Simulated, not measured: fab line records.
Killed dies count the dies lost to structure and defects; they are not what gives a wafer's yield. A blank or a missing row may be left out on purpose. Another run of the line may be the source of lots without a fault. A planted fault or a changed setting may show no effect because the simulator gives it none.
fab line records ; flow sky130
record lots=15; wafers=45; lastDay=50
route steps=708 shown FIELD_ISO@25 DNWELL@44 NWELL@76 PAD_OPEN@708
lots that met no fault: from a run of the same line without faults
startH: hours from the record's first day to the start of the lot's first wafer shown ; waitH: hours elapsed since this lot's preceding step ; " as in the row above ; L1.1+2: several wafers, shown together as one row ; - either no value or no given start ; * or withheld: withheld ; < > ~ a bound
route shown NAME@n: NAME is a module with steps in the file, n the number in the route of the first one ; usual: mean/standard deviation taken from wafers without a fault ; same: alike in all rows ; chamber/n: place in a boat ; sites: readings site by site ; _std_site: standard deviation of those values ; _edge_site: the outer-site mean with the inner-site mean subtracted ; radiusMm: for every site, how far away it sits from the centre of the wafer ; mask NAME#n: copy n ; behind: tool/chamber where the wafer was last shaped ; hold: why the lot went on hold/how many hours it stayed there/how the hold came to an end ; device: the transistor (n, p or np) that didn't switch ; end of line: tests of these same wafers at the route's end ; a step with no rows: only its recipe ; killed: dies that structure and defects cost at the first sort, which is not the same as the wafer's yield ; map: dies across one wafer; x = killed, . = not, _ = none there
set.NAME: the run value of the setting; set.NAME@STEP: its run value at that earlier step ; model.NAME: the simulator's own value behind a step, which no gauge read
one table for each step of the route and one row for each wafer, over a sample of lots
services: a tool's chamber out of use, with start hour (startH, from the record's first day; less than 0 if before it), hours out, and reason
## steps
# step SKY_FIELD_ISO_CVD_24
# recipe material=SiO2; targetThkNm=595; tempC=650; sigmaOpenFrac=0.3; timeS=99.2; sih4FlowSccm=60; pressureMtorr=6
# usual pressureMtorr=5.998/0.012; runLengthS=126.8/0.75; sih4FlowSccm=59.97/0.17; susceptorTempC=649.98/0.29
lot.wafer;tool;chamber;startH;waitH;pressureMtorr;runLengthS;sih4FlowSccm;susceptorTempC
L298.3;hdpcvd-02;2;38.03;0.0;5.993;127.3;59.93;650.25
L298.4;hdpcvd-02;0;38.03;0.0;6.015;126.4;60.23;649.94
L298.5;hdpcvd-02;1;38.03;0.0;5.991;126.6;59.94;650.29
L300.1;hdpcvd-01;0;47.48;0.1;6.009;126.2;59.90;649.97
L300.2;hdpcvd-01;2;47.48;0.1;6.008;128.2;60.14;649.80
L300.4;hdpcvd-01;2;47.48;0.1;6.016;128.4;60.19;650.08
L302.2;hdpcvd-01;2;59.41;0.0;5.980;128.3;60.32;649.71
L302.5;hdpcvd-01;1;59.41;0.0;6.019;126.7;60.12;649.91
L302.6;hdpcvd-01;2;59.41;0.0;5.988;128.0;60.22;650.47
L303.1;hdpcvd-02;0;63.68;0.1;5.999;126.3;60.10;650.15
L303.2;hdpcvd-02;1;63.68;0.1;5.977;126.5;59.84;649.93
L303.4;hdpcvd-02;0;63.68;0.1;6.004;126.9;59.60;650.35
L304.1;hdpcvd-02;0;65.81;0.1;6.012;126.6;59.77;650.00
L304.2;hdpcvd-02;2;65.81;0.1;5.990;126.9;60.18;650.18
L304.6;hdpcvd-02;1;65.81;0.1;5.996;126.6;59.93;650.36
L305.1;hdpcvd-01;0;70.93;0.1;-;-;-;-
L305.4;hdpcvd-01;0;70.93;0.1;-;-;-;-
L305.6;hdpcvd-01;2;70.93;0.1;-;-;-;-
L306.2;hdpcvd-01;1;77.17;0.0;-;-;-;-
L306.4;hdpcvd-01;1;77.17;0.0;-;-;-;-
L306.6;hdpcvd-01;2;77.17;0.0;-;-;-;-
L307.1;hdpcvd-02;0;83.05;0.1;-;-;-;-
L307.2;hdpcvd-02;2;83.05;0.1;-;-;-;-
L307.3;hdpcvd-02;1;83.05;0.1;-;-;-;-
L308.2;hdpcvd-01;2;88.45;0.0;6.000;128.6;59.84;649.70
L308.3;hdpcvd-01;1;88.45;0.0;6.013;126.1;60.07;649.78
L308.4;hdpcvd-01;1;88.45;0.0;6.008;126.1;60.11;649.91
L310.1;hdpcvd-01;0;124.44;0.1;5.983;126.5;60.16;649.96
L310.2;hdpcvd-01;1;124.44;0.1;6.029;126.0;59.66;650.06
L310.3;hdpcvd-01;2;124.44;0.1;5.979;128.4;60.00;650.43
L315.1;hdpcvd-01;0;128.86;0.1;5.991;126.8;59.91;649.93
L315.2;hdpcvd-01;1;128.86;0.1;5.968;126.2;60.14;649.41
L315.3;hdpcvd-01;2;128.86;0.1;5.991;127.9;60.12;650.13
L317.2;hdpcvd-01;0;135.47;0.0;6.000;126.2;59.75;650.55
L317.4;hdpcvd-01;0;135.47;0.0;6.004;126.3;59.75;649.63
L317.6;hdpcvd-01;1;135.47;0.0;5.982;126.0;59.97;650.10
L318.1;hdpcvd-01;1;141.15;0.1;6.002;126.3;59.98;650.35
L318.2;hdpcvd-01;2;141.15;0.1;6.005;128.1;60.13;649.55
L318.5;hdpcvd-01;0;141.15;0.1;6.005;126.5;59.77;649.68
L319.1;hdpcvd-02;0;145.03;0.1;5.991;125.9;60.16;650.05
L319.5;hdpcvd-02;0;145.03;0.1;5.999;126.3;60.08;649.69
L319.6;hdpcvd-02;1;145.03;0.1;5.995;126.4;59.77;650.05
L320.4;hdpcvd-02;2;153.61;0.1;6.001;126.9;59.71;649.57
L320.5;hdpcvd-02;1;153.61;0.1;5.998;126.6;59.82;650.48
L320.6;hdpcvd-02;0;153.61;0.1;6.001;126.0;59.92;650.07
# step SKY_FIELD_ISO_CMP_27
# recipe stopOn=Si3N4; tOverpolishS=16; downForcePsi=4; platenRpm=60; targetThkNm=457.8; padVelocityMS=0.94248
# usual motorCurrentA=13.0/1.1; overpolishRunS=16.001/0.0092; slurryFlowMlMin=149.9/0.46; timeToEndpointS=110/4.7
lot.wafer;tool;chamber;startH;waitH;motorCurrentA;overpolishRunS;slurryFlowMlMin;timeToEndpointS
L298.3;cmp-02;1;39.72;0.1;12.2;16.005;149.9;112
L298.4;cmp-02;3;39.72;0.1;11.2;15.988;150.7;108
L298.5;cmp-02;1;39.72;0.1;12.9;15.996;150.2;112
L300.1;cmp-01;1;50.27;0.0;14.3;16.006;149.8;113
L300.4;cmp-01;2;50.27;0.0;12.4;16.012;149.4;107
L300.2;cmp-01;0;50.27;0.0;14.0;15.998;150.5;105
L302.2;cmp-01;0;61.19;0.1;13.8;15.994;150.5;107
L302.5;cmp-01;1;61.19;0.1;14.7;16.014;150.3;112
L302.6;cmp-01;2;61.19;0.1;13.2;16.016;150.8;118
L303.4;cmp-01;0;68.00;2.7;13.4;15.997;150.1;108
L303.1;cmp-01;1;68.00;2.7;13.9;16.013;149.7;115
L303.2;cmp-01;3;68.00;2.7;11.5;15.998;149.4;113
L304.2;cmp-01;2;69.25;1.8;13.3;15.991;149.7;113
L304.1;cmp-01;3;69.25;1.8;12.3;15.985;150.7;110
L304.6;cmp-01;1;69.25;1.8;13.8;16.001;149.3;110
L308.2;cmp-01;3;90.08;0.0;12.3;15.998;149.9;113
L308.4;cmp-01;1;90.08;0.0;14.1;16.003;150.3;114
L308.3;cmp-01;2;90.08;0.0;12.9;16.005;150.0;119
L310.3;cmp-02;2;127.72;0.6;12.1;16.008;149.8;111
L310.2;cmp-02;3;127.72;0.6;12.0;16.010;150.9;103
L310.1;cmp-02;0;127.72;0.6;14.8;15.998;149.5;97
L315.2;cmp-02;2;132.87;0.1;11.4;16.014;149.4;116
L315.1;cmp-02;3;132.87;0.1;12.1;16.000;150.3;110
L315.3;cmp-02;0;132.87;0.1;14.3;16.008;149.9;108
L317.2;cmp-02;1;138.66;0.0;12.9;16.003;149.3;113
L317.4;cmp-02;0;138.66;0.0;14.4;16.004;149.9;103
L317.6;cmp-02;1;138.66;0.0;12.2;15.995;150.3;114
L318.1;cmp-02;3;143.80;0.0;12.1;15.990;150.0;108
L318.2;cmp-02;1;143.80;0.0;12.5;16.000;150.1;114
L318.5;cmp-02;3;143.80;0.0;11.9;15.995;149.9;108
L319.1;cmp-01;2;148.57;0.1;12.9;15.990;149.1;113
L319.5;cmp-01;0;148.57;0.1;14.2;16.003;149.4;102
L319.6;cmp-01;1;148.57;0.1;14.3;15.996;149.9;110
L320.4;cmp-01;3;156.46;0.1;12.0;15.995;150.7;118
L320.5;cmp-01;1;156.46;0.1;13.5;15.998;149.6;112
L320.6;cmp-01;2;156.46;0.1;12.7;15.989;150.3;115
# step SKY_DNWELL_TW_MEAS_09
# usual DNWELL_TW=1125/15
lot.wafer;tool;chamber;startH;waitH;DNWELL_TW
L298.3;filmMetro-01;-;58.46;0.1;1116
L298.4;filmMetro-01;-;58.46;0.1;1121
L298.5;filmMetro-01;-;58.46;0.1;1124
L300.1;filmMetro-04;-;68.80;0.1;1137
L300.2;filmMetro-04;-;68.80;0.1;1135
L300.4;filmMetro-04;-;68.80;0.1;1140
L302.2;filmMetro-01;-;81.05;0.1;1113
L302.5;filmMetro-01;-;81.05;0.1;1107
L302.6;filmMetro-01;-;81.05;0.1;1113
L303.1;filmMetro-01;-;86.45;0.1;1119
L303.2;filmMetro-01;-;86.45;0.1;1117
L303.4;filmMetro-01;-;86.45;0.1;1121
L304.1;filmMetro-02;-;87.15;0.1;1117
L304.2;filmMetro-02;-;87.15;0.1;1116
L304.6;filmMetro-02;-;87.15;0.1;1116
L308.2;filmMetro-01;-;106.65;0.1;1116
L308.3;filmMetro-01;-;106.65;0.1;1111
L308.4;filmMetro-01;-;106.65;0.1;1114
L310.1;filmMetro-04;-;150.54;0.1;1148
L310.2;filmMetro-04;-;150.54;0.1;1154
L310.3;filmMetro-04;-;150.54;0.1;1156
L315.1;filmMetro-01;-;156.70;0.1;1116
L315.2;filmMetro-01;-;156.70;0.1;1118
L315.3;filmMetro-01;-;156.70;0.1;1124
L317.2;filmMetro-04;-;161.51;0.1;1156
L317.4;filmMetro-04;-;161.51;0.1;1155
L317.6;filmMetro-04;-;161.51;0.1;1156
L318.1;filmMetro-02;-;166.94;0.1;1120
L318.2;filmMetro-02;-;166.94;0.1;1126
L318.5;filmMetro-02;-;166.94;0.1;1125
L319.1;filmMetro-04;-;173.44;0.1;1143
L319.5;filmMetro-04;-;173.44;0.1;1147
L319.6;filmMetro-04;-;173.44;0.1;1146
L320.4;filmMetro-02;-;179.37;0.1;1116
L320.5;filmMetro-02;-;179.37;0.1;1123
L320.6;filmMetro-02;-;179.37;0.1;1122
# step SKY_NWELL_OVL_MEAS_23
# usual NWELL_01_OVL=0.6/1.2
lot.wafer;tool;chamber;startH;waitH;NWELL_01_OVL[nm]
L298.3;overlay-02;-;104.77;-;-1.1
L298.4;overlay-02;-;104.77;-;0.8
L298.5;overlay-02;-;104.77;-;-1.1
L300.1;overlay-02;-;116.71;-;-1.8
L300.2;overlay-02;-;116.71;-;-0.4
L300.4;overlay-02;-;116.71;-;0.2
L302.2;overlay-02;-;131.16;-;1.5
L302.5;overlay-02;-;131.16;-;-0.9
L302.6;overlay-02;-;131.16;-;0.2
L303.1;overlay-01;-;136.99;-;0.8
L303.2;overlay-01;-;136.99;-;1.3
L303.4;overlay-01;-;136.99;-;0.0
L304.1;overlay-01;-;137.64;-;1.7
L304.2;overlay-01;-;137.64;-;-0.6
L304.6;overlay-01;-;137.64;-;-0.4
L308.2;overlay-01;-;164.21;-;0.9
L308.3;overlay-01;-;164.21;-;0.9
L308.4;overlay-01;-;164.21;-;0.8
L310.1;overlay-02;-;212.49;-;0.5
L310.2;overlay-02;-;212.49;-;-0.3
L310.3;overlay-02;-;212.49;-;1.4
L315.1;overlay-02;-;218.59;-;-0.1
L315.2;overlay-02;-;218.59;-;-0.2
L315.3;overlay-02;-;218.59;-;0.2
L317.2;overlay-01;-;225.81;-;1.6
L317.4;overlay-01;-;225.81;-;-0.1
L317.6;overlay-01;-;225.81;-;1.6
L318.1;overlay-02;-;229.48;-;-0.2
L318.2;overlay-02;-;229.48;-;-0.5
L318.5;overlay-02;-;229.48;-;-1.7
L319.1;overlay-02;-;239.59;-;-0.9
L319.5;overlay-02;-;239.59;-;-0.9
L319.6;overlay-02;-;239.59;-;-0.8
L320.4;overlay-02;-;244.85;-;0.9
L320.5;overlay-02;-;244.85;-;1.6
L320.6;overlay-02;-;244.85;-;1.0
# step SKY_PAD_OPEN_PROBE_99
# usual defectLimitedYield=82.6/2; killed_at_M0_to_M3=43/7.3; killed_at_M4_up=3.4/1.7; killedAtContacts=24/4.5; killedAtFrontEnd=16/4.4; killedAtOther=0.2/0.51; killedDies=86/9.7; killedOpen=46/6.6; killedShort=39/7.1; sort_bin_3_pad_short=0.9/0.45; sort_bin_5_function=10.4/1.4; sort_bin_6_memory=6.2/1.2; sortNPass=406/9.7; sortYieldPct=82.6/2
# same grossDies=492; killedAtBackSide=0; sort_bin_4_leakage[%]=0; sort_bin_8_speed[%]=0
lot.wafer;tool;chamber;startH;waitH;defectLimitedYield[%];killed_at_M0_to_M3;killed_at_M4_up;killedAtContacts;killedAtFrontEnd;killedAtOther;killedDies;killedOpen;killedShort;sort_bin_3_pad_short[%];sort_bin_5_function[%];sort_bin_6_memory[%];sortNPass;sortYieldPct[%]
L303.1;prober-01;-;1109.56;0.1;79.9;45;2;31;18;3;99;51;48;1.6;10.6;7.9;393;79.9
L303.2;prober-01;-;1109.61;0.1;85.6;34;1;16;20;0;71;44;27;0.8;8.9;4.7;421;85.6
L303.4;prober-01;-;1109.71;0.2;80.5;51;3;28;14;0;96;54;42;1.2;10.0;8.3;396;80.5
L308.2;prober-01;-;1139.22;0.1;83.3;37;6;20;19;0;82;38;43;1.2;10.0;5.5;410;83.3
L308.3;prober-01;-;1139.27;0.2;84.6;34;2;26;14;0;76;46;30;0.2;10.2;5.1;416;84.6
L308.4;prober-01;-;1139.32;0.2;82.1;39;4;26;19;0;88;50;38;0.4;11.2;6.3;404;82.1
L310.1;prober-01;-;1180.46;0.1;81.7;49;3;14;23;1;90;44;46;2.4;10.2;5.7;402;81.7
L310.2;prober-01;-;1180.51;0.1;83.9;40;1;20;18;0;79;44;35;1.2;9.8;5.1;413;83.9
L310.3;prober-01;-;1180.56;0.2;80.1;59;1;20;18;0;98;51;47;1.8;11.4;6.7;394;80.1
L317.2;prober-01;-;1190.95;0.1;85.4;44;4;14;10;0;72;40;32;0.8;9.3;4.5;420;85.4
L317.4;prober-01;-;1191.05;0.2;85.0;35;3;20;16;0;74;46;27;0.8;8.9;5.3;418;85.0
L317.6;prober-01;-;1191.15;0.2;81.9;40;5;27;15;2;89;41;48;0.6;10.8;6.7;403;81.9
# killed by level:class
L303.1 CONTACT:geometricParticle:open=14 VIA2:geometricParticle:open=11 METAL2:geometricParticle:short=8 LI_CONTACT:geometricParticle:open=6 VIA1:geometricParticle:open=6 LOCAL_INTERCONNECT:geometricParticle:short=5 CONTACT:geometricParticle:short=5 FIELD_ISO:geometricParticle:open=4
L303.2 VIA2:geometricParticle:open=9 FIELD_ISO:geometricParticle:short=8 CONTACT:geometricParticle:open=8 FIELD_ISO:geometricParticle:open=5 VIA1:geometricParticle:open=5 LI_CONTACT:geometricParticle:open=4 VIA3:geometricParticle:short=4 POLY_GATE:geometricParticle:open=3
L303.4 VIA1:geometricParticle:open=10 VIA2:geometricParticle:open=10 VIA1:geometricParticle:short=9 CONTACT:geometricParticle:open=8 LI_CONTACT:geometricParticle:open=7 METAL2:geometricParticle:short=6 LI_CONTACT:geometricParticle:short=5 CONTACT:geometricParticle:short=5
L308.2 VIA2:geometricParticle:open=8 LI_CONTACT:geometricParticle:open=7 VIA3:geometricParticle:open=7 FIELD_ISO:geometricParticle:short=6 METAL1:geometricParticle:short=6 POLY_GATE:geometricParticle:short=5 CONTACT:geometricParticle:open=5 METAL2:geometricParticle:short=5
L308.3 CONTACT:geometricParticle:open=9 VIA1:geometricParticle:open=9 LI_CONTACT:geometricParticle:open=7 CONTACT:geometricParticle:short=6 VIA2:geometricParticle:open=6 VIA3:geometricParticle:open=6 POLY_GATE:geometricParticle:short=4 METAL2:geometricParticle:short=4
L308.4 VIA1:geometricParticle:open=14 CONTACT:geometricParticle:open=10 CONTACT:geometricParticle:short=6 VIA3:geometricParticle:open=6 FIELD_ISO:geometricParticle:short=5 FIELD_ISO:geometricParticle:open=5 POLY_GATE:geometricParticle:short=5 VIA3:geometricParticle:short=5
L310.1 FIELD_ISO:geometricParticle:open=9 VIA1:geometricParticle:open=7 VIA1:geometricParticle:short=7 VIA2:geometricParticle:open=7 VIA3:geometricParticle:open=6 LI_CONTACT:geometricParticle:open=5 VIA2:geometricParticle:short=5 METAL3:geometricParticle:short=5
L310.2 VIA1:geometricParticle:open=10 FIELD_ISO:geometricParticle:open=9 CONTACT:geometricParticle:open=9 METAL2:geometricParticle:short=7 FIELD_ISO:geometricParticle:short=6 VIA2:geometricParticle:open=6 LI_CONTACT:geometricParticle:open=4 VIA2:geometricParticle:short=4
L310.3 VIA1:geometricParticle:open=20 METAL1:geometricParticle:short=8 LI_CONTACT:geometricParticle:open=7 CONTACT:geometricParticle:short=7 VIA2:geometricParticle:open=5 VIA3:geometricParticle:open=5 POLY_GATE:geometricParticle:open=4 METAL2:geometricParticle:short=4
L317.2 VIA2:geometricParticle:open=10 VIA1:geometricParticle:short=7 VIA3:geometricParticle:open=7 LI_CONTACT:geometricParticle:open=6 FIELD_ISO:geometricParticle:short=5 METAL1:geometricParticle:short=5 VIA1:geometricParticle:open=5 FIELD_ISO:geometricParticle:open=3
L317.4 VIA2:geometricParticle:open=10 POLY_GATE:geometricParticle:open=7 CONTACT:geometricParticle:open=6 LOCAL_INTERCONNECT:geometricParticle:short=6 VIA1:geometricParticle:open=6 LI_CONTACT:geometricParticle:open=5 VIA1:geometricParticle:short=4 VIA3:geometricParticle:open=4
L317.6 VIA1:geometricParticle:open=10 CONTACT:geometricParticle:open=8 LI_CONTACT:geometricParticle:open=7 FIELD_ISO:geometricParticle:short=5 POLY_GATE:geometricParticle:open=5 VIA1:geometricParticle:short=5 METAL2:geometricParticle:short=5 VIA2:geometricParticle:open=5
## services
tool;chamber;startH;hours;kind
cmp-02;-;46.23;46.9;repair
hdpcvd-01;-;63.87;6.0;pm
cmp-01;-;64.00;4.0;pm
cmp-02;-;66.65;0.5;repair
hdpcvd-02;-;66.75;15.0;pm
hdpcvd-02;0;66.75;15.0;ventCycle
hdpcvd-02;1;66.75;15.0;ventCycle
hdpcvd-02;2;66.75;15.0;ventCycle
cmp-01;-;68.00;-;consumableReplace:conditioner
cmp-01;-;68.00;-;consumableReplace:pad
hdpcvd-02;0;81.75;-;clean
hdpcvd-02;1;81.75;-;clean
hdpcvd-02;2;81.75;-;clean
cmp-02;-;86.03;1.9;repair
cmp-02;-;93.12;3.4;pm
cmp-01;-;96.76;3.8;repair
cmp-01;-;97.34;3.3;repair
hdpcvd-01;-;97.41;0.6;repair
cmp-01;-;99.95;2.9;repair
cmp-01;-;104.59;6.3;pm
hdpcvd-01;2;105.93;5.9;repair
hdpcvd-01;-;114.14;5.5;pm
hdpcvd-01;-;150.38;2.8;pm
## key
firstSign step=SKY_FIELD_ISO_CVD_24; reading=toolRecord; direction=missing
effect none on later readings
metAt SKY_FIELD_ISO_CVD_24
struckLots L305,L306,L307
scrappedBehind SKY_FIELD_ISO_THK_MEAS_25 L305.1,L305.4,L305.6,L306.2,L306.4,L306.6,L307.1,L307.2,L307.3
notActingAt SKY_FIELD_ISO_CMP_27,SKY_DNWELL_TW_MEAS_09,SKY_NWELL_OVL_MEAS_23
onsetBetween 65.81 70.93
fault kind=skippedStepWhole; tool=hdpcvd-01,hdpcvd-02; chamber=-; onsetH=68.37; steps=SKY_FIELD_ISO_CVD_24; scope=struckLotsOnly
